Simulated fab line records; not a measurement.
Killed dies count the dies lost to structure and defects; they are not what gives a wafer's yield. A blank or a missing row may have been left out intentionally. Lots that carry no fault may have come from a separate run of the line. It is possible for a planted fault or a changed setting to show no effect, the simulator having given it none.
fab line records -- flow sky130
[record] lots = 6, wafers = 17, last-day = 50
route steps=708 shown VIA4@658 METAL5@661 PAD_OPEN@708
lots that met no fault: from a run of the same line without faults
start-h: hours from the record's first day to the start of the lot's first wafer shown -- wait-h: hours from the lot's prior step to this one -- " the same as in the row above -- L1.1+2: one row covering several wafers at once -- - value missing, or start not given -- * or withheld: withheld -- < > ~ a bound
route shown NAME@n: a module of which the file shows steps, and the number in the route of the first -- usual: mean/standard deviation of fault-free wafers -- same: alike in all rows -- chamber/n: place in a boat -- sites: the reading at each site -- _std_site: their standard deviation -- _edge_site: the outer-site mean with the inner-site mean subtracted -- radius-mm: how far each site lies from the wafer's centre -- mask NAME#n: copy n -- behind: the most recent tool/chamber to have shaped the wafer -- hold: the reason the lot was held/the length of the hold in hours/how it ended -- device: which transistor (n, p or np) failed to switch -- end of line: the route-end tests of the same wafers -- a step with no rows: only its recipe -- killed: not the wafer's yield, but the dies lost to structure and defects at the first sort -- map: a wafer's dies, marking killed ones x, the rest . and places with no die _
set.NAME: the run value of the setting; set.NAME@STEP: its run value at that earlier step -- model.NAME: the simulator's own value behind a step, which no gauge read
lots seen at some steps along the route; tables by step, rows by wafer
services: when a tool's chamber went out of use (start-h, in hours from the record's first day, below 0 if earlier), for how many hours, and the reason
[[steps]]
[step SKY_VIA4_RS_MEAS_19]
[recipe] thk-meas-gauge = four-point-probe, reads = W_of_VIA4_CVD_18+TiN_of_VIA4_SPUTTER_17
[usual] VIA4_W_RS = 0.2274/0.0023
lot.wafer,tool,chamber,start-h,wait-h,VIA4_W_RS[ohm/sq]
L945.2,film-metro-04,-,1019.67,0.1,0.2288
L945.4,film-metro-04,-,1019.67,0.1,0.2296
L945.5,film-metro-04,-,1019.67,0.1,0.2284
L946.1,film-metro-02,-,1027.35,0.1,0.2272
L946.4,film-metro-02,-,1027.35,0.1,0.2253
L946.5,film-metro-02,-,1027.35,0.1,0.2277
L954.2,film-metro-03,-,1072.62,0.1,0.2298
L954.6,film-metro-03,-,1072.62,0.1,0.2279
L956.1,film-metro-04,-,1085.56,0.1,0.2276
L956.4,film-metro-04,-,1085.56,0.1,0.2274
L956.6,film-metro-04,-,1085.56,0.1,0.2303
L961.3,film-metro-03,-,1110.70,0.1,0.2266
L961.5,film-metro-03,-,1110.70,0.1,0.2259
L961.6,film-metro-03,-,1110.70,0.1,0.2253
L968.1,film-metro-03,-,1147.81,0.1,0.2239
L968.5,film-metro-03,-,1147.81,0.1,0.2306
L968.6,film-metro-03,-,1147.81,0.1,0.2237
[step SKY_VIA4_THK_MEAS_20]
[recipe] thk-meas-gauge = xrf, reads = W_of_VIA4_CVD_18
[usual] VIA4_W_THK = 528/8.6
lot.wafer,tool,chamber,start-h,wait-h,VIA4_W_THK[nm]
L945.2,film-metro-04,-,1019.78,0.1,526
L945.4,film-metro-04,-,1019.78,0.1,523
L945.5,film-metro-04,-,1019.78,0.1,524
L946.1,film-metro-02,-,1027.47,0.1,525
L946.4,film-metro-02,-,1027.47,0.1,526
L946.5,film-metro-02,-,1027.47,0.1,520
L954.2,film-metro-03,-,1072.73,0.1,530
L954.6,film-metro-03,-,1072.73,0.1,529
L956.1,film-metro-04,-,1085.68,0.1,529
L956.4,film-metro-04,-,1085.68,0.1,531
L956.6,film-metro-04,-,1085.68,0.1,524
L961.3,film-metro-03,-,1110.80,0.1,538
L961.5,film-metro-03,-,1110.80,0.1,541
L961.6,film-metro-03,-,1110.80,0.1,543
L968.1,film-metro-03,-,1147.93,0.1,541
L968.5,film-metro-03,-,1147.93,0.1,522
L968.6,film-metro-03,-,1147.93,0.1,541
[step SKY_VIA4_CMP_21]
[recipe] stop-on = SiO2, t-overpolish-s = 25, down-force-psi = 3.5, platen-rpm = 60, target-thk-nm = 0, pad-velocity-m-s = 0.94248
[usual] motor-current-A = 11.2/1.1, overpolish-run-s = 25.000/0.0099, time-to-endpoint-s = 125/7.2
[same] t-overpolish-s = 25
lot.wafer,tool,chamber,start-h,wait-h,motor-current-A,overpolish-run-s,time-to-endpoint-s
L945.4,cmp-02,0,1019.93,0.1,11.9,25.019,123
L945.2,cmp-02,1,1019.93,0.1,11.7,25.003,132
L945.5,cmp-02,3,1019.93,0.1,9.1,25.001,135
L946.4,cmp-01,0,1027.58,0.1,12.0,25.012,131
L946.1,cmp-01,1,1027.58,0.1,12.2,24.982,126
L946.5,cmp-01,3,1027.58,0.1,12.0,24.988,114
L954.2,cmp-01,2,1072.88,0.1,11.2,25.006,130
L954.6,cmp-01,1,1072.88,0.1,12.1,24.986,129
L956.1,cmp-01,1,1085.74,0.1,11.4,25.008,123
L956.4,cmp-01,2,1085.74,0.1,11.3,25.009,125
L956.6,cmp-01,2,1085.74,0.1,11.1,24.999,126
L961.3,cmp-02,0,1110.99,0.2,12.1,24.996,116
L961.5,cmp-02,1,1110.99,0.2,11.3,24.986,124
L961.6,cmp-02,2,1110.99,0.2,9.7,24.999,123
L968.1,cmp-01,1,1148.14,0.2,11.5,25.014,126
L968.5,cmp-01,2,1148.14,0.2,11.7,25.015,131
L968.6,cmp-01,3,1148.14,0.2,12.5,25.004,117
[step SKY_METAL5_SPUTTER_00]
[recipe] material = Ti, target-thk-nm = 15, power-w = 3000, time-s = 10, chamber-pressure-pa = 0.4
[usual] throttle-valve-pct = 29.9/1.1
lot.wafer,tool,chamber,start-h,wait-h,throttle-valve-pct
L945.2,pvd-sputter-03,-,1020.13,0.1,29.0
L945.4,pvd-sputter-03,-,1020.13,0.1,29.7
L945.5,pvd-sputter-03,-,1020.13,0.1,29.6
L946.1,pvd-sputter-04,-,1027.83,0.1,30.3
L946.4,pvd-sputter-04,-,1027.83,0.1,28.3
L946.5,pvd-sputter-04,-,1027.83,0.1,28.4
L954.2,pvd-sputter-01,-,1073.08,0.1,31.3
L954.6,pvd-sputter-01,-,1073.08,0.1,27.5
L956.1,pvd-sputter-04,-,1086.04,0.2,28.5
L956.4,pvd-sputter-04,-,1086.04,0.2,30.6
L956.6,pvd-sputter-04,-,1086.04,0.2,30.3
L961.3,pvd-sputter-04,-,1111.14,0.1,28.5
L961.5,pvd-sputter-04,-,1111.14,0.1,28.2
L961.6,pvd-sputter-04,-,1111.14,0.1,30.4
L968.1,pvd-sputter-01,-,1148.29,0.1,29.9
L968.5,pvd-sputter-01,-,1148.29,0.1,28.7
L968.6,pvd-sputter-01,-,1148.29,0.1,30.3
[step SKY_METAL5_SPUTTER_01]
[recipe] material = TiN, target-thk-nm = 20, power-w = 6500, time-s = 16.7, chamber-pressure-pa = 0.4
[usual] throttle-valve-pct = 29.9/1
lot.wafer,tool,chamber,start-h,wait-h,throttle-valve-pct
L945.2,pvd-sputter-03,-,1020.16,0.0,29.0
L945.4,pvd-sputter-03,-,1020.16,0.0,29.7
L945.5,pvd-sputter-03,-,1020.16,0.0,30.0
L946.1,pvd-sputter-04,-,1027.85,0.0,30.3
L946.4,pvd-sputter-04,-,1027.85,0.0,28.4
L946.5,pvd-sputter-04,-,1027.85,0.0,28.7
L954.2,pvd-sputter-01,-,1073.10,0.0,31.4
L954.6,pvd-sputter-01,-,1073.10,0.0,27.6
L956.1,pvd-sputter-04,-,1086.06,0.0,28.3
L956.4,pvd-sputter-04,-,1086.06,0.0,30.3
L956.6,pvd-sputter-04,-,1086.06,0.0,30.3
L961.3,pvd-sputter-04,-,1111.16,0.0,28.5
L961.5,pvd-sputter-04,-,1111.16,0.0,28.7
L961.6,pvd-sputter-04,-,1111.16,0.0,30.3
L968.1,pvd-sputter-01,-,1148.31,0.0,29.9
L968.5,pvd-sputter-01,-,1148.31,0.0,28.8
L968.6,pvd-sputter-01,-,1148.31,0.0,29.7
[step SKY_METAL5_SPUTTER_02]
[recipe] material = AlCu, target-thk-nm = 1150, power-w = 10600, time-s = 61.2, chamber-pressure-pa = 0.4
[usual] throttle-valve-pct = 29.8/1
lot.wafer,tool,chamber,start-h,wait-h,throttle-valve-pct
L945.2,pvd-sputter-03,-,1020.18,0.0,29.1
L945.4,pvd-sputter-03,-,1020.18,0.0,29.6
L945.5,pvd-sputter-03,-,1020.18,0.0,29.5
L946.1,pvd-sputter-04,-,1027.88,0.0,30.2
L946.4,pvd-sputter-04,-,1027.88,0.0,28.5
L946.5,pvd-sputter-04,-,1027.88,0.0,28.4
L954.2,pvd-sputter-01,-,1073.13,0.0,31.5
L954.6,pvd-sputter-01,-,1073.13,0.0,27.7
L956.1,pvd-sputter-04,-,1086.09,0.0,28.5
L956.4,pvd-sputter-04,-,1086.09,0.0,30.6
L956.6,pvd-sputter-04,-,1086.09,0.0,30.3
L961.3,pvd-sputter-04,-,1111.19,0.0,28.5
L961.5,pvd-sputter-04,-,1111.19,0.0,28.4
L961.6,pvd-sputter-04,-,1111.19,0.0,30.5
L968.1,pvd-sputter-01,-,1148.34,0.0,29.8
L968.5,pvd-sputter-01,-,1148.34,0.0,28.4
L968.6,pvd-sputter-01,-,1148.34,0.0,29.8
[step SKY_METAL5_SPUTTER_03]
[recipe] material = Ti, target-thk-nm = 5, power-w = 3000, time-s = 3.3, chamber-pressure-pa = 0.4
[step SKY_METAL5_SPUTTER_04]
[recipe] material = TiN, target-thk-nm = 70, power-w = 6500, time-s = 58.3, chamber-pressure-pa = 0.4
[usual] throttle-valve-pct = 29.8/1.1
lot.wafer,tool,chamber,start-h,wait-h,throttle-valve-pct
L945.2,pvd-sputter-03,-,1020.25,0.0,29.0
L945.4,pvd-sputter-03,-,1020.25,0.0,29.4
L945.5,pvd-sputter-03,-,1020.25,0.0,29.6
L946.1,pvd-sputter-04,-,1027.94,0.0,30.2
L946.4,pvd-sputter-04,-,1027.94,0.0,28.3
L946.5,pvd-sputter-04,-,1027.94,0.0,28.2
L954.2,pvd-sputter-01,-,1073.20,0.0,31.5
L954.6,pvd-sputter-01,-,1073.20,0.0,27.5
L956.1,pvd-sputter-04,-,1086.15,0.0,28.3
L956.4,pvd-sputter-04,-,1086.15,0.0,30.6
L956.6,pvd-sputter-04,-,1086.15,0.0,30.2
L961.3,pvd-sputter-04,-,1111.26,0.0,28.3
L961.5,pvd-sputter-04,-,1111.26,0.0,28.4
L961.6,pvd-sputter-04,-,1111.26,0.0,30.4
L968.1,pvd-sputter-01,-,1148.40,0.0,30.1
L968.5,pvd-sputter-01,-,1148.40,0.0,28.5
L968.6,pvd-sputter-01,-,1148.40,0.0,30.2
[step SKY_METAL5_RS_MEAS_05]
[recipe] thk-meas-gauge = four-point-probe, reads = TiN_of_METAL5_SPUTTER_04+Ti_of_METAL5_SPUTTER_03+AlCu_of_METAL5_SPUTTER_02+TiN_of_METAL5_SPUTTER_01+Ti_of_METAL5_SPUTTER_00
[usual] METAL5_ALCU_RS = 0.0270/0.0004
lot.wafer,tool,chamber,start-h,wait-h,METAL5_ALCU_RS[ohm/sq]
L945.2,film-metro-03,-,1020.32,0.0,0.0267
L945.4,film-metro-03,-,1020.32,0.0,0.0264
L945.5,film-metro-03,-,1020.32,0.0,0.0268
L946.1,film-metro-02,-,1027.99,0.0,0.0274
L946.4,film-metro-02,-,1027.99,0.0,0.0272
L946.5,film-metro-02,-,1027.99,0.0,0.0272
L954.2,film-metro-03,-,1073.27,0.0,0.0273
L954.6,film-metro-03,-,1073.27,0.0,0.0276
L956.1,film-metro-01,-,1086.20,0.0,0.0279
L956.4,film-metro-01,-,1086.20,0.0,0.0270
L956.6,film-metro-01,-,1086.20,0.0,0.0266
L961.3,film-metro-02,-,1111.35,0.1,0.0277
L961.5,film-metro-02,-,1111.35,0.1,0.0276
L961.6,film-metro-02,-,1111.35,0.1,0.0271
L968.1,film-metro-01,-,1148.45,0.0,0.0268
L968.5,film-metro-01,-,1148.45,0.0,0.0268
L968.6,film-metro-01,-,1148.45,0.0,0.0266
[step SKY_METAL5_THK_MEAS_06]
[recipe] thk-meas-gauge = xrf, reads = AlCu_of_METAL5_SPUTTER_02
[usual] METAL5_ALCU_THK = 1148/19
lot.wafer,tool,chamber,start-h,wait-h,METAL5_ALCU_THK[nm]
L945.2,film-metro-03,-,1020.43,0.1,1152
L945.4,film-metro-03,-,1020.43,0.1,1153
L945.5,film-metro-03,-,1020.43,0.1,1140
L946.1,film-metro-02,-,1028.11,0.1,1138
L946.4,film-metro-02,-,1028.11,0.1,1149
L946.5,film-metro-02,-,1028.11,0.1,1144
L954.2,film-metro-03,-,1073.38,0.1,1129
L954.6,film-metro-03,-,1073.38,0.1,1120
L956.1,film-metro-01,-,1086.32,0.1,1119
L956.4,film-metro-01,-,1086.32,0.1,1167
L956.6,film-metro-01,-,1086.32,0.1,1178
L961.3,film-metro-02,-,1111.45,0.1,1132
L961.5,film-metro-02,-,1111.45,0.1,1124
L961.6,film-metro-02,-,1111.45,0.1,1144
L968.1,film-metro-01,-,1148.57,0.1,1169
L968.5,film-metro-01,-,1148.57,0.1,1173
L968.6,film-metro-01,-,1148.57,0.1,1168
[step SKY_METAL5_DEHYDRATE_07]
[recipe] temp-c = 200, time-s = 60
[step SKY_METAL5_HMDS_08]
[recipe] prime-time-s = 60, prime-temp-c = 120
[step SKY_METAL5_COAT_09]
[recipe] resist = NOVOLAK, spin-rpm = 3000, resist-thk-nm = 1800
[usual] exhaust-pa = 45.0/0.92
lot.wafer,tool,chamber,start-h,wait-h,exhaust-pa,model.NOVOLAK_of_METAL5_COAT_09.thk-nm
L945.2,litho-track-02,0,1032.18,0.1,44.6,1798
L945.4,litho-track-02,0,1032.18,0.1,45.5,1803
L945.5,litho-track-02,0,1032.18,0.1,45.9,1798
L946.1,litho-track-03,0,1038.76,0.1,46.1,1807
L946.4,litho-track-03,0,1038.76,0.1,45.0,1802
L946.5,litho-track-03,0,1038.76,0.1,46.6,1800
L954.2,litho-track-03,0,1083.29,0.1,46.7,1812
L954.6,litho-track-03,0,1083.29,0.1,45.0,1916
L956.1,litho-track-03,0,1097.01,0.1,45.0,1895
L956.4,litho-track-03,0,1097.01,0.1,44.4,1806
L956.6,litho-track-03,0,1097.01,0.1,43.8,1902
L961.3,litho-track-02,0,1121.61,0.1,44.5,1803
L961.5,litho-track-02,0,1121.61,0.1,45.7,1801
L961.6,litho-track-02,0,1121.61,0.1,45.9,1806
L968.1,litho-track-02,0,1157.16,0.1,43.7,1799
L968.5,litho-track-02,0,1157.16,0.1,43.6,1799
L968.6,litho-track-02,0,1157.16,0.1,43.5,1794
[step SKY_METAL5_SOFTBAKE_10]
[recipe] temp-c = 90, time-s = 60, resist = NOVOLAK
[step SKY_METAL5_EXPOSE_11]
[recipe] mask-id = MM5, na = 0.6, source-shape = conventional, sigma-outer = 0.6, polarization = unpolarized, target-cd-nm = 1600, dose-mj = 190
[step SKY_METAL5_PEB_12]
[recipe] temp-c = withheld, time-s = *, resist = NOVOLAK
[step SKY_METAL5_DEVELOP_13]
[recipe] resist = NOVOLAK, developer = TMAH, develop-time-s = 60, dev-temp-c = 23
[step SKY_METAL5_DESCUM_14]
[recipe] chemistry = O2, source-power-w = 150, bias-power-w = 0, pressure-mtorr = 10, temp-c = 40, time-s = 11
[usual] chamber-pressure-mTorr = 10.000/0.0089, drypump-motor-current-A = 5.9/0.37, oes-product-au = 0.998/0.0082, rf-fwd-power-W = 147.2/0.86, temp-c = 40.01/0.11
lot.wafer,tool,chamber,start-h,wait-h,chamber-pressure-mTorr,drypump-motor-current-A,oes-product-au,rf-fwd-power-W,rf-hours-counter-h,temp-c,model.METAL5.cd-nm
L945.2,rie-metal-02,0,1043.08,0.1,10.003,5.7,1.009,146.0,18,39.90,1601
L945.4,rie-metal-02,1,1043.08,0.1,9.993,5.8,1.001,147.4,-,40.19,1605
L945.5,rie-metal-02,0,1043.08,0.1,9.994,5.7,1.008,147.1,-,39.92,1602
L946.1,rie-metal-04,1,1050.73,0.1,9.989,5.7,1.002,146.5,15,40.10,1599
L946.4,rie-metal-04,1,1050.73,0.1,10.018,5.7,1.006,146.5,-,40.14,1597
L946.5,rie-metal-04,1,1050.73,0.1,10.000,5.7,1.001,146.3,-,39.95,1596
L954.2,rie-metal-04,1,1094.18,0.1,9.994,5.7,1.003,146.2,18,40.06,1603
L954.6,rie-metal-04,1,1094.18,0.1,9.997,5.7,1.013,145.4,-,39.82,1612
L956.1,rie-metal-04,1,1106.71,0.1,10.002,5.7,1.003,146.8,19,40.12,1606
L956.4,rie-metal-04,1,1106.71,0.1,10.006,5.7,1.006,145.9,-,40.06,1599
L956.6,rie-metal-04,0,1106.71,0.1,9.980,6.4,0.996,148.4,-,39.88,1608
L961.3,rie-metal-03,1,1131.02,0.1,10.007,6.2,1.009,147.7,-,40.07,1600
L961.5,rie-metal-03,0,1131.02,0.1,9.998,5.4,0.996,148.1,-,39.76,1598
L961.6,rie-metal-03,1,1131.02,0.1,9.996,6.2,1.003,147.5,-,40.08,1597
L968.1,rie-metal-02,0,1166.11,0.1,9.982,5.8,0.997,145.8,27,40.00,1600
L968.5,rie-metal-02,0,1166.11,0.1,10.010,5.8,0.991,146.7,-,40.20,1601
L968.6,rie-metal-02,1,1166.11,0.1,10.001,5.8,0.982,147.6,-,40.19,-
[step SKY_METAL5_METAL_ETCH_15]
[recipe] target-depth-a = 12600, stop-on = SiO2, over-etch-frac = 0.2, time-s = 252, chemistry = Cl2/BCl3, resist-sidewall-deg = 86, pressure-mtorr = 10, icp-w = 900, bias-w = 48.5, Cl2_flow_sccm = 60, bcl3-flow-sccm = 30
[usual] bias-w = 48.52/0.14, chamber-pressure-mTorr = 9.999/0.0087, drypump-motor-current-A = 5.9/0.37, oes-product-au = 0.893/0.0057, rf-fwd-power-W = 897.7/2.8, throttle-valve-pct = 22.263/0.009
[same] over-etch-frac = 0.2
lot.wafer,tool,chamber,start-h,wait-h,bias-w,chamber-pressure-mTorr,drypump-motor-current-A,oes-product-au,rf-fwd-power-W,rf-hours-counter-h,throttle-valve-pct,model.NOVOLAK_of_METAL5_COAT_09.thk-nm
L945.2,rie-metal-02,0,1043.11,0.0,48.48,9.999,5.8,0.895,897.9,18,22.260,1027
L945.4,rie-metal-02,1,1043.11,0.0,48.72,9.998,5.8,0.891,900.5,-,22.260,1041
L945.5,rie-metal-02,0,1043.11,0.0,48.37,10.005,5.8,0.890,904.1,-,22.268,1024
L946.1,rie-metal-04,1,1050.76,0.0,48.41,10.005,5.7,0.907,894.4,15,22.270,1027
L946.4,rie-metal-04,1,1050.76,0.0,48.50,9.997,5.7,0.903,891.9,-,22.247,1027
L946.5,rie-metal-04,1,1050.76,0.0,48.44,10.003,5.7,0.889,893.2,-,22.274,1021
L954.2,rie-metal-04,1,1094.21,0.0,48.80,10.000,5.7,0.903,894.7,18,22.266,1038
L954.6,rie-metal-04,1,1094.21,0.0,48.74,10.002,5.7,0.901,894.9,-,22.284,1146
L956.1,rie-metal-04,1,1106.74,0.0,48.58,9.994,5.7,0.889,897.5,19,22.274,1117
L956.4,rie-metal-04,1,1106.74,0.0,48.21,10.002,5.7,0.898,897.6,-,22.262,1031
L956.6,rie-metal-04,0,1106.74,0.0,48.43,9.991,6.5,0.899,896.1,-,22.280,1136
L961.3,rie-metal-03,1,1131.12,0.1,48.54,9.994,6.2,0.891,895.5,-,22.268,1028
L961.5,rie-metal-03,0,1131.12,0.1,48.41,9.991,5.4,0.895,901.5,-,22.281,1038
L961.6,rie-metal-03,1,1131.12,0.1,48.78,9.993,6.2,0.896,899.1,-,22.258,1034
L968.1,rie-metal-02,0,1166.14,0.0,48.45,9.995,5.8,0.890,898.7,27,22.260,1040
L968.5,rie-metal-02,0,1166.14,0.0,48.56,10.004,5.8,0.891,900.1,-,22.253,1036
L968.6,rie-metal-02,1,1166.14,0.0,48.37,10.001,5.8,0.894,898.0,-,22.253,1043
[step SKY_METAL5_STRIP_16]
[recipe] chemistry = O2/N2, power-w = 1400, pressure-mtorr = 1500, platen-temp-c = withheld, o2-flow-sccm = 3000, n2-flow-sccm = 300, overash-fraction = 0.5
[usual] chamber-pressure-mTorr = 1500.2/1.4, drypump-motor-current-A = 6.1/0.38, oes-product-au = 0.710/0.0046, strip-time-to-endpoint-s = 13.08/0.12
lot.wafer,tool,chamber,start-h,wait-h,chamber-pressure-mTorr,drypump-motor-current-A,oes-product-au,rf-hours-counter-h,strip-time-to-endpoint-s
L945.2,plasma-asher-03,0,1043.35,0.2,1501.6,6.3,0.716,119,12.98
L945.4,plasma-asher-03,0,1043.35,0.2,1500.1,6.3,0.721,-,13.14
L945.5,plasma-asher-03,1,1043.35,0.2,1500.1,6.5,0.717,-,12.97
L946.1,plasma-asher-03,0,1051.00,0.2,1499.1,6.3,0.716,120,12.98
L946.4,plasma-asher-03,0,1051.00,0.2,1499.8,6.3,0.715,-,12.97
L946.5,plasma-asher-03,0,1051.00,0.2,1499.7,6.3,0.709,-,12.92
L954.2,plasma-asher-02,0,1094.45,0.2,1494.9,5.7,0.713,71,13.13
L954.6,plasma-asher-02,1,1094.45,0.2,1502.3,6.1,0.714,-,14.36
L956.1,plasma-asher-02,1,1106.98,0.2,1500.2,6.1,0.708,72,14.01
L956.4,plasma-asher-02,1,1106.98,0.2,1501.7,6.1,0.709,-,13.01
L956.6,plasma-asher-02,0,1106.98,0.2,1499.7,5.7,0.709,-,14.23
L961.3,plasma-asher-02,1,1131.31,0.1,1498.9,6.1,0.714,-,12.99
L961.5,plasma-asher-02,0,1131.31,0.1,1498.6,5.7,0.704,-,13.11
L961.6,plasma-asher-02,1,1131.31,0.1,1499.3,6.1,0.707,-,13.05
L968.1,plasma-asher-03,1,1166.38,0.2,1499.1,6.5,0.710,11,13.14
L968.5,plasma-asher-03,0,1166.38,0.2,1497.4,6.3,0.703,-,13.09
L968.6,plasma-asher-03,1,1166.38,0.2,1500.3,6.5,0.709,-,13.17
[step SKY_METAL5_STRIP_17]
[recipe] chemistry = post-etch-residue-remover, time-s = 1200, temp-c = 72.5
[step SKY_PAD_OPEN_PROBE_99]
[usual] defect-limited-yield = 82.4/2, killed_at_M0_to_M3 = 43/6.7, killed_at_M4_up = 3.2/2.1, killed-at-contacts = 25/5.9, killed-at-front-end = 16/4.7, killed-at-other = 0.3/0.54, killed-dies = 87/9.8, killed-on-rim = 17/3.7, killed-open = 47/6.7, killed-short = 40/6.5, sort_bin_3_pad_short = 0.9/0.45, sort_bin_5_function = 10.5/1.5, sort_bin_6_memory = 6.2/1.2, sort-n-pass = 405/9.8, sort-yield-pct = 82.4/2
[same] gross-dies = 492, killed-at-back-side = 0, sort_bin_4_leakage[%] = 0, sort_bin_8_speed[%] = 0
lot.wafer,tool,chamber,start-h,wait-h,defect-limited-yield[%],killed_at_M0_to_M3,killed_at_M4_up,killed-at-contacts,killed-at-front-end,killed-at-other,killed-dies,killed-on-rim,killed-open,killed-short,sort_bin_3_pad_short[%],sort_bin_5_function[%],sort_bin_6_memory[%],sort-n-pass,sort-yield-pct[%]
L945.2,prober-02,-,1089.31,0.1,83.7,48,5,19,8,0,80,16,50,30,0.8,11.2,4.3,412,83.7
L945.4,prober-02,-,1089.41,0.2,84.8,41,1,18,13,2,75,15,41,34,0.4,9.6,5.3,417,84.8
L945.5,prober-02,-,1089.46,0.2,80.3,51,2,29,14,1,97,17,50,47,1.4,11.2,7.1,395,80.3
L954.2,prober-01,-,1137.34,0.1,84.6,38,3,21,14,0,76,17,39,37,1.2,7.7,6.5,416,84.6
L954.6,prober-01,-,1137.54,0.2,85.6,36,2,18,15,0,71,24,35,35,1.2,7.5,5.7,421,85.6
L956.1,prober-01,-,1148.40,0.1,86.2,27,5,29,7,0,68,12,39,29,0.4,7.7,5.7,424,86.2
L956.4,prober-01,-,1148.55,0.2,82.1,47,5,19,16,1,88,22,56,31,1.0,9.8,7.1,404,82.1
L956.6,prober-01,-,1148.65,0.2,83.7,46,4,12,18,0,80,14,47,33,0.8,9.6,5.9,412,83.7
L961.3,prober-02,-,1171.21,0.2,78.5,61,3,20,22,0,106,26,55,51,0.6,13.4,7.5,386,78.5
L961.5,prober-02,-,1171.31,0.2,79.3,45,3,26,27,1,102,25,54,48,0,12.8,7.9,390,79.3
L961.6,prober-02,-,1171.36,0.2,82.3,39,1,32,15,0,87,18,56,31,0.8,11.0,5.9,405,82.3
// killed by level:class
L945.2 VIA1:geometric-particle:open=13 VIA2:geometric-particle:open=9 CONTACT:geometric-particle:open=9 VIA3:geometric-particle:open=6 LI_CONTACT:geometric-particle:short=4 METAL3:geometric-particle:short=4 METAL1:geometric-particle:open=4 VIA2:geometric-particle:short=4
L945.4 METAL1:geometric-particle:short=9 CONTACT:geometric-particle:open=7 VIA1:geometric-particle:open=6 LI_CONTACT:geometric-particle:open=6 VIA3:geometric-particle:open=5 FIELD_ISO:geometric-particle:short=4 POLY_GATE:geometric-particle:open=4 VIA2:geometric-particle:short=4
L945.5 CONTACT:geometric-particle:open=11 VIA2:geometric-particle:open=10 METAL2:geometric-particle:short=8 LI_CONTACT:geometric-particle:open=6 CONTACT:geometric-particle:short=6 METAL1:geometric-particle:open=6 VIA1:geometric-particle:open=5 METAL3:geometric-particle:short=5
L954.2 VIA2:geometric-particle:open=8 CONTACT:geometric-particle:open=7 LI_CONTACT:geometric-particle:open=5 VIA3:geometric-particle:open=5 CONTACT:geometric-particle:short=5 METAL2:geometric-particle:short=5 VIA2:geometric-particle:short=5 METAL1:geometric-particle:short=4
L954.6 CONTACT:geometric-particle:open=10 METAL1:geometric-particle:short=7 LOCAL_INTERCONNECT:geometric-particle:short=5 VIA1:geometric-particle:short=5 POLY_GATE:geometric-particle:open=4 VIA1:geometric-particle:open=4 METAL2:geometric-particle:short=4 POLY_GATE:geometric-particle:short=3
L956.1 CONTACT:geometric-particle:open=12 LI_CONTACT:geometric-particle:open=9 VIA1:geometric-particle:open=6 METAL1:geometric-particle:short=5 CONTACT:geometric-particle:short=4 VIA2:geometric-particle:open=4 SPACER:geometric-particle:short=3 LOCAL_INTERCONNECT:geometric-particle:short=3
L956.4 VIA1:geometric-particle:open=18 VIA1:geometric-particle:short=8 CONTACT:geometric-particle:open=7 LI_CONTACT:geometric-particle:open=6 VIA2:geometric-particle:open=6 FIELD_ISO:geometric-particle:open=5 POLY_GATE:geometric-particle:open=4 VIA3:geometric-particle:open=3
L956.6 VIA1:geometric-particle:open=12 VIA2:geometric-particle:open=9 FIELD_ISO:geometric-particle:open=8 VIA1:geometric-particle:short=4 VIA2:geometric-particle:short=4 METAL4:geometric-particle:short=4 LI_CONTACT:geometric-particle:open=3 CONTACT:geometric-particle:open=3
L961.3 VIA1:geometric-particle:open=16 VIA1:geometric-particle:short=13 FIELD_ISO:geometric-particle:short=8 VIA2:geometric-particle:open=8 LI_CONTACT:geometric-particle:open=7 METAL2:geometric-particle:short=7 FIELD_ISO:geometric-particle:open=6 CONTACT:geometric-particle:open=5
L961.5 CONTACT:geometric-particle:open=13 VIA3:geometric-particle:open=8 METAL1:geometric-particle:short=7 FIELD_ISO:geometric-particle:open=6 POLY_GATE:geometric-particle:short=6 VIA1:geometric-particle:open=6 METAL2:geometric-particle:short=6 FIELD_ISO:geometric-particle:short=5
L961.6 CONTACT:geometric-particle:open=14 VIA1:geometric-particle:open=11 LI_CONTACT:geometric-particle:open=9 VIA3:geometric-particle:short=5 VIA3:geometric-particle:open=4 FIELD_ISO:geometric-particle:open=4 LOCAL_INTERCONNECT:geometric-particle:short=4 METAL2:geometric-particle:short=4
[[services]]
tool,chamber,start-h,hours,kind
cmp-02,-,1011.35,2.3,repair
pvd-sputter-03,-,1019.12,0.8,repair
rie-metal-04,-,1040.55,1.4,pm
plasma-asher-03,-,1055.25,9.0,pm
plasma-asher-03,0,1055.25,9.0,vent-cycle
plasma-asher-03,1,1055.25,9.0,vent-cycle
rie-metal-04,-,1056.39,3.9,repair
pvd-sputter-01,-,1058.37,2.1,repair
plasma-asher-03,0,1064.25,-,clean
plasma-asher-03,1,1064.25,-,clean
cmp-02,-,1082.50,4.4,repair
cmp-02,-,1086.86,4.0,pm
cmp-02,-,1089.75,0.6,repair
cmp-02,-,1090.86,-,consumable-replace:conditioner
cmp-02,-,1090.86,-,consumable-replace:pad
plasma-asher-02,-,1102.77,4.1,repair
cmp-01,-,1103.30,4.3,pm
rie-metal-03,-,1107.16,1.6,repair
pvd-sputter-03,-,1110.52,2.7,repair
plasma-asher-02,-,1110.62,1.0,repair
cmp-02,-,1116.03,5.3,pm
rie-metal-04,-,1143.88,0.8,repair
rie-metal-04,-,1147.74,0.8,repair
pvd-sputter-03,-,1150.28,1.6,repair
[[key]]
[first-sign] step = SKY_METAL5_STRIP_16, reading = strip-time-to-endpoint-s, direction = up, sigmas = 9, usual = *, struck = *
effect none on later readings
[model-effect] step = SKY_METAL5_COAT_09, value = NOVOLAK_of_METAL5_COAT_09.thk-nm, without = 1804, struck = 1904
[model-effect] step = SKY_METAL5_DESCUM_14, value = METAL5.cd-nm, without = 1601, struck = 1609
[model-effect] step = SKY_METAL5_METAL_ETCH_15, value = NOVOLAK_of_METAL5_COAT_09.thk-nm, without = 1033, struck = 1133
met-at SKY_METAL5_COAT_09
struck-wafers L954.6,L956.1,L956.6
onset-between 1038.76 1083.29
[fault] kind = process-parameter-drift, tool = litho-track-03, chamber = -, onset-h = 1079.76, steps = SKY_METAL5_COAT_09, channel = resist-thk-nm, offset = 99.984, shape = step, end-h = 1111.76, scope = struck-wafers-only, acts-in = these-recipes-only, stated = 1800
